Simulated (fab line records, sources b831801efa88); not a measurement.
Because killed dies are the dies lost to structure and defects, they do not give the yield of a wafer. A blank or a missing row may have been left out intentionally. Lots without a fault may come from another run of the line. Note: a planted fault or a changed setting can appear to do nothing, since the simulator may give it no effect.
fab line records -- flow sky130
[record] lots = 6, wafers = 18, last_day = 50
route steps=708 shown VT_ADJUST_LVTN@111 VT_ADJUST_NCORE@119 PAD_OPEN@708
lots with no fault: from the same line, run without faults
start_h: hours from the record's opening day to when the first of the lot's shown wafers began -- wait_h: time in hours since the lot's previous step -- " repeats the value in the row above -- L1.1+2: several wafers, shown together as one row -- - value missing, or start not given -- * or withheld: withheld -- < > ~ a bound
route shown NAME@n: names a module that has steps shown in the file, with the first one's number in the route -- usual: mean and standard deviation over wafers with no fault -- same: alike in all rows -- chamber/n: place in a boat -- sites: readings site by site -- _std_site: the values' standard deviation -- _edge_site: the outer-site mean with the inner-site mean subtracted -- radius_mm: how far each site lies from the wafer's centre -- mask NAME#n: copy n -- behind: tool/chamber where the wafer was last shaped -- hold: why the lot was held/for how many hours/how that ended -- device: names the non-switching transistor (n, p or np) -- end of line: at the end of the route, the tests of the same wafers -- for a step that has no rows: nothing shown but its recipe -- killed: dies lost to structure and defects at the first sort, not the wafer's yield -- map: dies across one wafer; x = killed, . = not, _ = none there
set.NAME: the setting the step ran with; set.NAME@STEP: the setting that earlier step ran with -- model.NAME: the simulator's own value behind a step, which no gauge read
certain route steps with their lots: each step a table, each wafer a row
services: the hour from which a tool's chamber was out of use, counted from the record's first day as start_h (under 0 if before that day), plus the number of hours and why
[[steps]]
[step SKY_VT_ADJUST_LVTN_SOFTBAKE_14]
[recipe] temp_c = 90, time_s = 60, resist = NOVOLAK
[step SKY_VT_ADJUST_LVTN_EXPOSE_15]
[recipe] mask_id = HVN_STD_DERIVED, na = 0.6, source_shape = conventional, sigma_outer = 0.6, polarization = unpolarized, target_cd_nm = 600, dose_mj = 163
[step SKY_VT_ADJUST_LVTN_PEB_16]
[recipe] temp_c = withheld, time_s = *, resist = NOVOLAK
[step SKY_VT_ADJUST_LVTN_DEVELOP_17]
[recipe] resist = NOVOLAK, developer = TMAH, develop_time_s = 60, dev_temp_c = 23
[step SKY_VT_ADJUST_LVTN_OVL_MEAS_18]
[usual] VT_ADJUST_LVTN_01_OVL = 0.6/1.4
lot.wafer,tool,chamber,start_h,wait_h,VT_ADJUST_LVTN_01_OVL[nm]
L935.2,overlay-02,-,214.18,0.1,1.6
L935.4,overlay-02,-,214.18,0.1,0.9
L935.5,overlay-02,-,214.18,0.1,-0.6
L936.3,overlay-01,-,219.59,0.1,-2.2
L936.4,overlay-01,-,219.59,0.1,-0.9
L936.5,overlay-01,-,219.59,0.1,-1.8
L942.1,overlay-02,-,266.56,0.1,-0.5
L942.3,overlay-02,-,266.56,0.1,-1.7
L942.5,overlay-02,-,266.56,0.1,-0.9
L944.3,overlay-02,-,273.44,0.1,1.0
L944.4,overlay-02,-,273.44,0.1,2.0
L944.6,overlay-02,-,273.44,0.1,1.9
L945.2,overlay-01,-,280.47,0.1,-0.5
L945.4,overlay-01,-,280.47,0.1,-0.8
L945.5,overlay-01,-,280.47,0.1,-0.2
L949.4,overlay-02,-,308.58,0.1,2.3
L949.5,overlay-02,-,308.58,0.1,2.4
L949.6,overlay-02,-,308.58,0.1,2.4
[step SKY_VT_ADJUST_LVTN_IMPLANT_19]
[recipe] species = B, energy_kev = 30, dose_cm2 = 6.5e+11, tilt_deg = withheld
[step SKY_VT_ADJUST_LVTN_STRIP_20]
[recipe] chemistry = O2/N2, power_w = 1400, pressure_mtorr = 1500, platen_temp_c = withheld, o2_flow_sccm = 3043, n2_flow_sccm = 300, overash_fraction = 0.5
[usual] drypump_motor_current_A = 6.1/0.49, oes_product_au = 0.716/0.0047, strip_time_to_endpoint_s = 14.16/0.033
lot.wafer,tool,chamber,start_h,wait_h,drypump_motor_current_A,oes_product_au,rf_hours_counter_h,strip_time_to_endpoint_s
L935.2,plasma_asher-01,0,214.36,0.1,5.4,0.714,10,14.15
L935.4,plasma_asher-01,1,214.36,0.1,6.4,0.721,-,14.12
L935.5,plasma_asher-01,0,214.36,0.1,5.4,0.715,-,14.14
L936.3,plasma_asher-04,1,219.80,0.1,5.8,0.723,-,14.18
L936.4,plasma_asher-04,0,219.80,0.1,6.6,0.713,-,14.20
L936.5,plasma_asher-04,1,219.80,0.1,5.8,0.720,-,14.14
L942.1,plasma_asher-04,0,266.75,0.1,6.5,0.712,43,14.16
L942.3,plasma_asher-04,1,266.75,0.1,5.8,0.714,-,14.23
L942.5,plasma_asher-04,1,266.75,0.1,5.8,0.715,-,14.16
L944.3,plasma_asher-04,1,273.65,0.1,5.7,0.717,-,14.15
L944.4,plasma_asher-04,0,273.65,0.1,6.6,0.718,-,14.17
L944.6,plasma_asher-04,0,273.65,0.1,6.6,0.716,-,14.15
L945.2,plasma_asher-02,1,280.65,0.1,5.5,0.718,59,14.09
L945.4,plasma_asher-02,0,280.65,0.1,6.8,0.710,-,14.10
L945.5,plasma_asher-02,1,280.65,0.1,5.5,0.715,-,14.08
L949.4,plasma_asher-02,1,308.78,0.1,5.6,0.719,-,14.16
L949.5,plasma_asher-02,1,308.78,0.1,5.5,0.721,-,14.22
L949.6,plasma_asher-02,0,308.78,0.1,6.7,0.709,-,14.18
[step SKY_VT_ADJUST_LVTN_TW_MEAS_21]
[usual] VT_ADJUST_LVTN_2_TW = 186.8/1.5
lot.wafer,tool,chamber,start_h,wait_h,VT_ADJUST_LVTN_2_TW
L935.2,film_metro-03,-,214.47,0.1,186.2
L935.4,film_metro-03,-,214.47,0.1,187.8
L935.5,film_metro-03,-,214.47,0.1,187.7
L936.3,film_metro-01,-,219.89,0.1,186.2
L936.4,film_metro-01,-,219.89,0.1,185.9
L936.5,film_metro-01,-,219.89,0.1,186.8
L942.1,film_metro-04,-,266.85,0.1,187.3
L942.3,film_metro-04,-,266.85,0.1,188.5
L942.5,film_metro-04,-,266.85,0.1,188.5
L944.3,film_metro-01,-,273.74,0.1,184.4
L944.4,film_metro-01,-,273.74,0.1,184.9
L944.6,film_metro-01,-,273.74,0.1,185.4
L945.2,film_metro-01,-,280.76,0.1,184.8
L945.4,film_metro-01,-,280.76,0.1,185.4
L945.5,film_metro-01,-,280.76,0.1,185.2
L949.4,film_metro-03,-,308.88,0.1,186.8
L949.5,film_metro-03,-,308.88,0.1,188.4
L949.6,film_metro-03,-,308.88,0.1,187.8
[step SKY_VT_ADJUST_NCORE_DEHYDRATE_00]
[recipe] temp_c = 200, time_s = 60
[step SKY_VT_ADJUST_NCORE_HMDS_01]
[recipe] prime_time_s = 60, prime_temp_c = 120
[step SKY_VT_ADJUST_NCORE_COAT_02]
[recipe] resist = NOVOLAK, spin_rpm = 3051, resist_thk_nm = 1140
[step SKY_VT_ADJUST_NCORE_SOFTBAKE_03]
[recipe] temp_c = 90, time_s = 60, resist = NOVOLAK
[step SKY_VT_ADJUST_NCORE_EXPOSE_04]
[recipe] mask_id = LVTN_COMPLEMENT_THIN, na = 0.6, source_shape = conventional, sigma_outer = 0.6, polarization = unpolarized, target_cd_nm = 380, dose_mj = 139
[usual] reticle_temp_C = 22.99/0.1
lot.wafer,tool,chamber,start_h,wait_h,mask,reticle_temp_C
L935.2,iline_stepper-02,0,224.65,-,LVTN_COMPLEMENT_THIN#0,23.01
L935.4,iline_stepper-02,0,224.65,-,LVTN_COMPLEMENT_THIN#0,23.04
L935.5,iline_stepper-02,0,224.65,-,LVTN_COMPLEMENT_THIN#0,22.96
L936.3,iline_stepper-01,0,231.44,-,LVTN_COMPLEMENT_THIN#0,22.77
L936.4,iline_stepper-01,0,231.44,-,LVTN_COMPLEMENT_THIN#0,23.03
L936.5,iline_stepper-01,0,231.44,-,LVTN_COMPLEMENT_THIN#0,22.80
L942.1,iline_stepper-01,0,279.53,-,LVTN_COMPLEMENT_THIN#0,23.06
L942.3,iline_stepper-01,0,279.53,-,LVTN_COMPLEMENT_THIN#0,23.01
L942.5,iline_stepper-01,0,279.53,-,LVTN_COMPLEMENT_THIN#0,23.01
L944.3,iline_stepper-02,0,285.94,-,LVTN_COMPLEMENT_THIN#0,22.98
L944.4,iline_stepper-02,0,285.94,-,LVTN_COMPLEMENT_THIN#0,22.87
L944.6,iline_stepper-02,0,285.94,-,LVTN_COMPLEMENT_THIN#0,22.98
L945.2,iline_stepper-02,0,293.05,-,LVTN_COMPLEMENT_THIN#0,22.95
L945.4,iline_stepper-02,0,293.05,-,LVTN_COMPLEMENT_THIN#0,22.95
L945.5,iline_stepper-02,0,293.05,-,LVTN_COMPLEMENT_THIN#0,22.99
L949.4,iline_stepper-01,0,321.69,-,LVTN_COMPLEMENT_THIN#0,23.10
L949.5,iline_stepper-01,0,321.69,-,LVTN_COMPLEMENT_THIN#0,23.02
L949.6,iline_stepper-01,0,321.69,-,LVTN_COMPLEMENT_THIN#0,23.03
[step SKY_VT_ADJUST_NCORE_PEB_05]
[recipe] temp_c = withheld, time_s = *, resist = NOVOLAK
[step SKY_VT_ADJUST_NCORE_DEVELOP_06]
[recipe] resist = NOVOLAK, developer = TMAH, develop_time_s = 60, dev_temp_c = 23
[step SKY_VT_ADJUST_NCORE_CD_MEAS_07]
[recipe] target_cd_nm = 380
[usual] cd_nm = 381.2/2.7
lot.wafer,tool,chamber,start_h,wait_h,cd_nm
L935.2,cd_sem-02,-,235.30,0.1,377.1
L935.4,cd_sem-02,-,235.30,0.1,377.7
L935.5,cd_sem-02,-,235.30,0.1,378.6
L936.3,cd_sem-01,-,242.12,0.1,381.5
L936.4,cd_sem-01,-,242.12,0.1,382.7
L936.5,cd_sem-01,-,242.12,0.1,386.5
L942.1,cd_sem-02,-,291.67,0.1,382.5
L942.3,cd_sem-02,-,291.67,0.1,378.1
L942.5,cd_sem-02,-,291.67,0.1,383.7
L944.3,cd_sem-01,-,297.56,0.1,352.7
L944.4,cd_sem-01,-,297.56,0.1,355.9
L944.6,cd_sem-01,-,297.56,0.1,378.8
L945.2,cd_sem-01,-,305.45,0.1,357.5
L945.4,cd_sem-01,-,305.45,0.1,355.2
L945.5,cd_sem-01,-,305.45,0.1,382.7
L949.4,cd_sem-01,-,334.28,0.1,381.4
L949.5,cd_sem-01,-,334.28,0.1,378.0
L949.6,cd_sem-01,-,334.28,0.1,381.7
[step SKY_VT_ADJUST_NCORE_OVL_MEAS_08]
[usual] VT_ADJUST_NCORE_OVL = -0.2/1.4
lot.wafer,tool,chamber,start_h,wait_h,VT_ADJUST_NCORE_OVL[nm]
L935.2,overlay-01,-,235.41,0.1,-1.5
L935.4,overlay-01,-,235.41,0.1,-0.9
L935.5,overlay-01,-,235.41,0.1,-1.9
L936.3,overlay-02,-,242.21,0.1,1.3
L936.4,overlay-02,-,242.21,0.1,2.5
L936.5,overlay-02,-,242.21,0.1,1.8
L942.1,overlay-02,-,291.79,0.1,1.9
L942.3,overlay-02,-,291.79,0.1,1.6
L942.5,overlay-02,-,291.79,0.1,0.9
L944.3,overlay-02,-,297.65,0.1,-2.2
L944.4,overlay-02,-,297.65,0.1,0.4
L944.6,overlay-02,-,297.65,0.1,-1.0
L945.2,overlay-02,-,305.56,0.1,-1.1
L945.4,overlay-02,-,305.56,0.1,-0.2
L945.5,overlay-02,-,305.56,0.1,-0.6
L949.4,overlay-01,-,334.36,0.1,0.5
L949.5,overlay-01,-,334.36,0.1,0.1
L949.6,overlay-01,-,334.36,0.1,0.6
[step SKY_PAD_OPEN_PROBE_99]
[usual] killed_at_M0_to_M3 = 43/6.8, killed_at_M4_up = 3.3/1.8, killed_at_contacts = 25/5.9, killed_at_front_end = 16/4.2, killed_at_other = 0.3/0.69, killed_dies = 87/8.6, killed_open = 48/6.3, killed_short = 39/5.3
[same] gross_dies = 492, killed_at_back_side = 0
lot.wafer,tool,chamber,start_h,wait_h,killed_at_M0_to_M3,killed_at_M4_up,killed_at_contacts,killed_at_front_end,killed_at_other,killed_dies,killed_open,killed_short
L935.2,prober-01,-,1118.35,0.1,45,3,18,19,1,86,44,42
L935.4,prober-01,-,1118.45,0.2,41,4,21,21,0,87,46,41
L935.5,prober-01,-,1118.50,0.2,46,3,22,16,0,87,47,40
L944.3,prober-02,-,1166.24,0.2,37,6,25,14,0,82,44,37
L944.4,prober-02,-,1166.29,0.2,35,3,27,16,1,82,44,37
L944.6,prober-02,-,1166.39,0.2,49,2,20,10,3,84,47,34
L942.1,prober-01,-,1170.54,0.1,44,2,26,15,0,87,43,44
L942.3,prober-01,-,1170.64,0.2,37,4,34,12,0,87,45,42
L942.5,prober-01,-,1170.74,0.2,38,4,33,12,1,88,39,49
L945.2,prober-01,-,1185.20,0.1,41,1,27,10,3,82,38,44
L945.4,prober-01,-,1185.30,0.2,40,5,22,18,0,85,51,33
// killed by level:class
L935.2 VIA1:geometric_particle:open=13 METAL1:geometric_particle:short=7 CONTACT:geometric_particle:open=6 VIA2:geometric_particle:open=6 FIELD_ISO:geometric_particle:short=5 FIELD_ISO:geometric_particle:open=5 METAL2:geometric_particle:short=5 LI_CONTACT:geometric_particle:open=4
L935.4 VIA1:geometric_particle:open=9 CONTACT:geometric_particle:open=8 VIA2:geometric_particle:open=7 METAL1:geometric_particle:short=7 LI_CONTACT:geometric_particle:short=6 VIA1:geometric_particle:short=5 METAL2:geometric_particle:short=5 LI_CONTACT:geometric_particle:open=4
L935.5 METAL1:geometric_particle:short=7 LI_CONTACT:geometric_particle:open=7 CONTACT:geometric_particle:open=6 VIA1:geometric_particle:open=6 VIA3:geometric_particle:open=6 VIA3:geometric_particle:short=5 METAL2:geometric_particle:short=5 SPACER:geometric_particle:open=5
L944.3 CONTACT:geometric_particle:open=10 VIA1:geometric_particle:open=8 METAL2:geometric_particle:short=8 VIA2:geometric_particle:open=5 POLY_GATE:geometric_particle:open=5 CONTACT:geometric_particle:short=5 METAL4:geometric_particle:short=5 POLY_GATE:geometric_particle:short=4
L944.4 CONTACT:geometric_particle:open=11 VIA1:geometric_particle:open=8 FIELD_ISO:geometric_particle:short=7 FIELD_ISO:geometric_particle:open=7 VIA2:geometric_particle:open=6 LOCAL_INTERCONNECT:geometric_particle:short=5 VIA2:geometric_particle:short=5 LI_CONTACT:geometric_particle:open=4
L944.6 VIA3:geometric_particle:open=11 VIA1:geometric_particle:open=10 VIA2:geometric_particle:open=7 LOCAL_INTERCONNECT:geometric_particle:short=6 CONTACT:geometric_particle:open=6 METAL2:geometric_particle:short=5 VIA3:geometric_particle:short=4 FIELD_ISO:geometric_particle:open=3
L942.1 VIA1:geometric_particle:open=11 CONTACT:geometric_particle:open=8 LI_CONTACT:geometric_particle:open=6 VIA2:geometric_particle:open=6 LOCAL_INTERCONNECT:geometric_particle:short=5 VIA1:geometric_particle:short=5 POLY_GATE:geometric_particle:short=4 METAL1:geometric_particle:short=4
L942.3 LI_CONTACT:geometric_particle:open=9 VIA1:geometric_particle:open=9 LOCAL_INTERCONNECT:geometric_particle:short=8 CONTACT:geometric_particle:open=8 VIA3:geometric_particle:open=6 VIA1:geometric_particle:short=5 METAL3:geometric_particle:short=5 POLY_GATE:geometric_particle:open=4
L942.5 CONTACT:geometric_particle:open=10 VIA1:geometric_particle:open=10 LOCAL_INTERCONNECT:geometric_particle:short=9 LI_CONTACT:geometric_particle:open=7 METAL2:geometric_particle:short=7 METAL1:geometric_particle:short=6 CONTACT:geometric_particle:short=5 VIA1:geometric_particle:short=4
L945.2 CONTACT:geometric_particle:open=10 VIA1:geometric_particle:open=8 METAL2:geometric_particle:short=8 LOCAL_INTERCONNECT:geometric_particle:short=7 LI_CONTACT:geometric_particle:open=6 VIA1:geometric_particle:short=4 METAL3:geometric_particle:short=4 VIA3:geometric_particle:short=4
L945.4 FIELD_ISO:geometric_particle:open=9 VIA3:geometric_particle:open=7 LI_CONTACT:geometric_particle:open=7 VIA1:geometric_particle:open=7 VIA2:geometric_particle:short=6 VIA2:geometric_particle:open=6 CONTACT:geometric_particle:open=5 FIELD_ISO:geometric_particle:short=4
[[services]]
tool,chamber,start_h,hours,kind
iline_stepper-02,-,193.98,4.4,pm
iline_stepper-02,0,208.26,-,calibration
iline_stepper-01,-,209.15,1.7,pm
plasma_asher-04,-,248.52,2.8,pm
plasma_asher-01,-,253.36,1.3,repair
iline_stepper-01,-,254.39,8.0,repair
iline_stepper-01,0,292.90,-,calibration
iline_stepper-02,-,308.74,5.4,repair
[[key]]
[first_sign] step = SKY_VT_ADJUST_NCORE_CD_MEAS_07, reading = cd_nm, direction = down, sigmas = 9.6, usual = 381.2, struck = 355.3
effect none on later readings
met_at SKY_VT_ADJUST_NCORE_EXPOSE_04
struck_wafers L944.3,L944.4,L945.2,L945.4
tester_left_out L944,L945
onset_between 224.65 285.94
[fault] kind = process_parameter_drift, tool = iline_stepper-02, chamber = -, onset_h = 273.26, steps = SKY_VT_ADJUST_NCORE_EXPOSE_04, channel = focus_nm, offset = 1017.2, shape = step, end_h = 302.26, scope = struck_wafers_only
// tester_left_out: of these lots the tester's yield and bins aren't shown, on N5 and GAA mostly nor the transistor test; their killed dies are dies lost to structure and defects alone, not to doping, threshold or leakage, so they don't give the yield
